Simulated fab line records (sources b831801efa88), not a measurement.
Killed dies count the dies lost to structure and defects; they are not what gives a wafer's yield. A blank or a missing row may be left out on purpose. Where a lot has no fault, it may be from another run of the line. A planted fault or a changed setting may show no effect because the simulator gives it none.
A lot that was struck, set against a sound lot / flow sky130 / 33 steps out of a route of 708
Sound: these wafers, L569.1, L569.4, L569.6. Struck: wafer L575.3 (L575.1, L575.2, from the same lot, were not struck and are left out); the cause is given at the end.
For every step that has rows: the tool of each side, followed by ch and its chambers, followed by its first start. Under that, the readings that differ: sound wafers / struck wafers / difference of the means / sigmas: that difference in standard deviations of wafers without a fault.
alike: a reading whose means differ by less than 2 such deviations, as well as words and numbers matching on both sides. not compared: withheld readings; readings where some wafer has no value; bounds like >300 that might hide an equal value; numbers whose values overlap and for which the record gives no deviation.
A row with sigmas, a row that says differs or no value, or rows on one side alone: a step with any of these is where the two part. Numbers that have no deviation but don't overlap get no sigmas and don't part them. A reading that every wafer of one side lacks parts them only if that side has two wafers or more.

first, 4 steps without rows for these wafers: SKY_LOCAL_INTERCONNECT_SOFTBAKE_07 (time 90 s); SKY_LOCAL_INTERCONNECT_EXPOSE_08 (exposes mask LI1M, target cd 170 nm); SKY_LOCAL_INTERCONNECT_PEB_09; SKY_LOCAL_INTERCONNECT_DEVELOP_10 (develop time 60 s).
SKY_LOCAL_INTERCONNECT_CD_MEAS_11: target cd 170 nm.
  sound: cd-sem-02 at day 31 09:05; struck: cd-sem-01 at day 33 21:46
  alike: cd-nm
SKY_LOCAL_INTERCONNECT_OVL_MEAS_12:
  sound: overlay-01 at day 31 09:12; struck: overlay-01 at day 33 21:53
  alike: LOCAL_INTERCONNECT_OVL
SKY_LOCAL_INTERCONNECT_ETCH_13: etches BARC in N2/H2, stops on SiO2, time 45.9 s, target depth 60 nm.
  sound on rie-metal-01 ch 0,1, day 31 09:14; struck on rie-metal-04 ch 1, day 33 21:55
  alike: drypump-motor-current-A, oes-product-au, throttle-valve-pct
  not compared: rf-hours-counter-h
SKY_LOCAL_INTERCONNECT_METAL_ETCH_14: etches TiN in Cl2/BCl3, stops on PSG, target depth 110 nm, time 31.4 s.
  sound on rie-metal-01 ch 0,1, day 31 09:18; struck on rie-metal-04 ch 1, day 33 21:59
  alike: drypump-motor-current-A, oes-product-au, throttle-valve-pct
  not compared: rf-hours-counter-h
then, 4 steps without rows for these wafers: SKY_LOCAL_INTERCONNECT_STRIP_15 (strips in O2/N2); SKY_LOCAL_INTERCONNECT_STRIP_16 (strips in post etch residue remover, time 1200 s); SKY_LOCAL_INTERCONNECT_CLEAN_17 (cleans in IPA, time 180 s); SKY_LOCAL_INTERCONNECT_CLEAN_18 (cleans in O3/DIW).
SKY_CONTACT_CVD_00: deposits Si3N4, target thk 75 nm.
  sound on pecvd-01 ch 0,2, day 31 09:57; struck on pecvd-02 ch 0, day 33 22:37
reading=model.Si3N4_of_CONTACT_CVD_00.thk-nm (nm); sound=74.46 75.24 76.55; struck=56.63; difference=-18.79; sigmas=
  alike: heater-power-outer-w, heater-power-w
SKY_CONTACT_THK_MEAS_01:
  sound: film-metro-01 at day 31 09:59; struck: film-metro-04 at day 33 22:39
reading=CONTACT_CVD_00_THK (nm); sound=74.4 75.2 76.6; struck=56.6; difference=-18.8; sigmas=-20
then, 1 step without rows for these wafers: SKY_CONTACT_HDPCVD_02 (deposits SiO2, target thk 565 nm, time 94.2 s).
SKY_CONTACT_THK_MEAS_03:
  sound: film-metro-04 at day 31 10:07; struck: film-metro-03 at day 33 22:47
  alike: CONTACT_HDPCVD_THK
SKY_CONTACT_CMP_04: polishes SiO2.
  sound on cmp-01 ch 0,2, day 31 10:10; struck on cmp-01 ch 1, day 33 22:50
  alike: motor-current-A
SKY_CONTACT_BOW_MEAS_05:
  sound: film-metro-01 at day 31 10:28; struck: film-metro-03 at day 33 23:08
  alike: CONTACT_BOW
then, 8 steps without rows for these wafers: SKY_CONTACT_DEHYDRATE_06 (time 60 s); SKY_CONTACT_HMDS_07 (prime time 60 s); SKY_CONTACT_COAT_08 (resist thk 60 nm); SKY_CONTACT_COAT_09 (resist thk 450 nm); SKY_CONTACT_SOFTBAKE_10 (time 90 s); SKY_CONTACT_EXPOSE_11 (exposes mask CTM1, target cd 170 nm); SKY_CONTACT_PEB_12; SKY_CONTACT_DEVELOP_13 (develop time 60 s).
SKY_CONTACT_CD_MEAS_14: target cd 170 nm.
  sound: cd-sem-01 at day 32 14:20; struck: cd-sem-02 at day 35 01:11
reading=cd-nm (nm); sound=166.2 166.3 165.4; struck=170.8; difference=+4.8; sigmas=+3
SKY_CONTACT_OVL_MEAS_15:
  sound: overlay-02 at day 32 14:27; struck: overlay-01 at day 35 01:18
  alike: CONTACT_OVL
then, 1 step without rows for these wafers: SKY_CONTACT_ETCH_16 (etches BARC in N2/H2, stops on SiO2, time 45.9 s, target depth 60 nm).
SKY_CONTACT_ETCH_17: etches SiO2 in C4F8/O2/Ar, stops on Si3N4, target depth 340 nm.
  sound on rie-diel-02 ch 0,2,3, day 32 14:32; struck on rie-diel-02 ch 1, day 35 01:23
  alike: oes-product-au
SKY_CONTACT_ETCH_18: etches Si3N4 in CHF3/O2, stops on TiN, time 39 s, target depth 75 nm.
  sound on rie-diel-02 ch 0,2,3; struck on rie-diel-02 ch 1
reading=oes-product-au (a.u.); sound=0.853 0.856 0.861; struck=0.734; difference=-0.123; sigmas=-17
reading=throttle-valve-pct (%); sound=8.789 8.796 8.792; struck=8.762; difference=-0.030; sigmas=-4
reading=model.etch.depth-nm (nm); sound=74.46 75.24 76.55; struck=56.63; difference=-18.79; sigmas=
  alike: drypump-motor-current-A
  not compared: rf-hours-counter-h
SKY_CONTACT_STRIP_19: strips in O2/N2.
  sound on plasma-asher-02 ch 0,1, day 32 14:37; struck on plasma-asher-02 ch 1, day 35 01:28
  alike: drypump-motor-current-A, oes-product-au, strip-time-to-endpoint-s
  not compared: rf-hours-counter-h
SKY_PAD_OPEN_PROBE_99:
  sound wafers here have rows in the record (prober-02, day 46 10:48); struck ones have none

WHERE THEY PART
First at SKY_CONTACT_THK_MEAS_01; last, within this record, at SKY_PAD_OPEN_PROBE_99.

WHY: what the simulator had put in
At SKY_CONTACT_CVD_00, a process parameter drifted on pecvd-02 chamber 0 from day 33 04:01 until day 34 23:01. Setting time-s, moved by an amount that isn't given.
